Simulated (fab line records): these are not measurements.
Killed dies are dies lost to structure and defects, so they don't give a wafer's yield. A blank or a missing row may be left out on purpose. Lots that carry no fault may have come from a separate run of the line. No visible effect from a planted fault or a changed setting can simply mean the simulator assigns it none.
One fault through the eyes of 2 desks    flow gf180mcu    every desk sees just its own numbers, and what lay behind them comes last

## AT THE TOOL OWNER'S DESK: pvd-sputter-01
The tool's own readings at GF_TOP_METAL_SPUTTER_04 (material TiN, target thk 25 nm, time 20.8 s): means of the sampled wafers that have a number, for each lot that ran on this tool. A lot is out of limits, marked OUT, if its mean lies more than 4 standard deviations from the usual mean; the brackets give that distance.
Columns: A = throttle-valve-pct at GF_TOP_METAL_SPUTTER_04, usual 29.8 %
lot   first seen here  A
L261  day 28 07:04     28.9
L264  day 29 08:06     29.5
L265  day 29 21:53     29.5
L279  day 33 08:06     29.3
Result from this desk: across the 4 lots, nothing is out of limits.

## THE METROLOGY DESK
What the gauges read, lot by lot, whatever tool the lot ran on: means of the sampled wafers that have a number. A lot is out of limits, marked OUT, if its mean lies more than 4 standard deviations from the usual mean; the brackets give that distance.
Columns: A = V5_W_RS at GF_V5_RS_MEAS_24, usual 0.3281 ohm/sq; B = V5_W_THK at GF_V5_THK_MEAS_25, usual 357 nm; C = TOP_METAL_ALCU_RS at GF_TOP_METAL_RS_MEAS_05, usual 0.0329 ohm/sq; D = TOP_METAL_ALCU_THK at GF_TOP_METAL_THK_MEAS_06, usual 911 nm; E = cd-nm at GF_TOP_METAL_CD_MEAS_14, usual 439.3 nm; F = TOP_METAL_OVL at GF_TOP_METAL_OVL_MEAS_15, usual 0.4 nm
lot   first seen here  A       B    C       D    E      F
L261  day 28 06:25     0.3277  356  0.0326  920  440.9  0.8
L264  day 29 07:26     0.3296  355  0.0327  903  437.5  1.4
L265  day 29 21:13     0.3309  353  0.0330  897  440.2  -1.5
L266  day 30 01:44     0.3312  352  0.0329  917  438.5  -0.2
L275  day 32 12:11     0.3306  357  0.0323  920  440.2  0.2
L279  day 33 07:26     0.3265  364  0.0331  912  440.4  -0.9
Result from this desk: across the 6 lots, nothing is out of limits.

## TAKEN TOGETHER
The desk of the tool owner found nothing out of limits.
The metrology desk saw nothing out of limits.

## WHAT THE SIMULATOR HAD PUT IN
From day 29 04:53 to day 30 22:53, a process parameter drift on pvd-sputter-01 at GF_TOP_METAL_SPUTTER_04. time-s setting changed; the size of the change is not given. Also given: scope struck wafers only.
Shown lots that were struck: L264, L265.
